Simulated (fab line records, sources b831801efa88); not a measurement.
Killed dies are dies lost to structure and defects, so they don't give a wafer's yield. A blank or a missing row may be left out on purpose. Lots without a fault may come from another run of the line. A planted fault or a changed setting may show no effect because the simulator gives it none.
A struck lot beside a sound one | flow sky130 | 15 steps out of a route of 708
Sound: wafers L904.2, L904.3, L904.4. Struck: wafer L899.6. (L899.2, L899.5 of the same lot were not struck and are left out.) The cause comes at the end.
At each step with rows: each side's tool, then ch and its chambers, then its first start. Under that, the readings that differ: sound wafers | struck wafers | difference of the means | sigmas: that difference in standard deviations of wafers without a fault.
alike: readings whose means differ by less than 2 such deviations, and words and numbers that are the same on both sides. not compared: withheld readings, readings that some wafer has no value for, bounds like >300 that may hide the same value, and numbers for which the record gives no deviation and whose values overlap.
The two part at a step that has a row with sigmas, a row that says differs or no value, or rows on one side only. Numbers that don't overlap but have no deviation are shown without sigmas and don't part them. A reading that every wafer of one side lacks parts them only if that side has two wafers or more.

SKY_LOCAL_INTERCONNECT_THK_MEAS_02: measures by xrf.
  sound on film_metro-03, day 35 06:37; struck on film_metro-01, day 34 01:00
  alike: LOCAL_INTERCONNECT_TIN_THK
then, 8 steps without rows for these wafers: SKY_LOCAL_INTERCONNECT_DEHYDRATE_03 (time 60 s); SKY_LOCAL_INTERCONNECT_HMDS_04 (prime time 60 s); SKY_LOCAL_INTERCONNECT_COAT_05 (resist thk 60 nm); SKY_LOCAL_INTERCONNECT_COAT_06 (resist thk 450 nm); SKY_LOCAL_INTERCONNECT_SOFTBAKE_07 (time 90 s); SKY_LOCAL_INTERCONNECT_EXPOSE_08 (exposes mask LI1M, target cd 170 nm); SKY_LOCAL_INTERCONNECT_PEB_09; SKY_LOCAL_INTERCONNECT_DEVELOP_10 (develop time 60 s).
SKY_LOCAL_INTERCONNECT_CD_MEAS_11: target cd 170 nm.
  sound on cd_sem-01, day 36 10:02; struck on cd_sem-01, day 35 03:54
  reading    | sound             | struck | difference | sigmas
  cd_nm (nm) | 173.4 173.7 173.3 | 169.7  | -3.8       | -3
SKY_LOCAL_INTERCONNECT_OVL_MEAS_12:
  sound on overlay-01, day 36 10:09; struck on overlay-01, day 35 04:00
  alike: LOCAL_INTERCONNECT_OVL
SKY_LOCAL_INTERCONNECT_ETCH_13: etches BARC in N2/H2, stops on SiO2, time 45.9 s, target depth 60 nm.
  sound on rie_metal-04 ch 0,1, day 36 10:11; struck on rie_metal-01 ch 0, day 35 04:02
  alike: bias_w, drypump_motor_current_A, oes_product_au, throttle_valve_pct
  not compared: rf_hours_counter_h
SKY_LOCAL_INTERCONNECT_METAL_ETCH_14: etches TiN in Cl2/BCl3, stops on PSG, target depth 110 nm, time 31.4 s.
  sound on rie_metal-04 ch 0,1, day 36 10:14; struck on rie_metal-01 ch 0, day 35 04:05
  reading                                                   | sound             | struck | difference | sigmas
  model.KrF-thick_of_LOCAL_INTERCONNECT_COAT_06.thk_nm (nm) | 346.2 346.8 349.6 | 333.3  | -14.2      |
  model.LOCAL_INTERCONNECT.feature_depth_nm (nm)            | 99.25 99.24 99.13 | 108.3  | +9.1       |
  model.PSG_of_LI_CONTACT_HDPCVD_00.thk_nm (nm)             | 589.5 587.1 588.4 | 579.2  | -9.1       |
  alike: bias_w, drypump_motor_current_A, oes_product_au, throttle_valve_pct
  not compared: rf_hours_counter_h
SKY_LOCAL_INTERCONNECT_STRIP_15: strips in O2/N2.
  sound on plasma_asher-01 ch 0,1, day 36 10:17; struck on plasma_asher-02 ch 0, day 35 04:09
  reading                      | sound             | struck | difference | sigmas
  strip_time_to_endpoint_s (s) | 4.688 4.697 4.722 | 4.557  | -0.145     | -8
  alike: drypump_motor_current_A, o2_flow_sccm, oes_product_au
  not compared: rf_hours_counter_h
then, 1 step without rows for these wafers: SKY_LOCAL_INTERCONNECT_STRIP_16 (strips in post etch residue remover, time 1200 s).

WHERE THEY PART
First at SKY_LOCAL_INTERCONNECT_CD_MEAS_11; last, within this record, at SKY_LOCAL_INTERCONNECT_STRIP_15.

WHY: what the simulator had put in
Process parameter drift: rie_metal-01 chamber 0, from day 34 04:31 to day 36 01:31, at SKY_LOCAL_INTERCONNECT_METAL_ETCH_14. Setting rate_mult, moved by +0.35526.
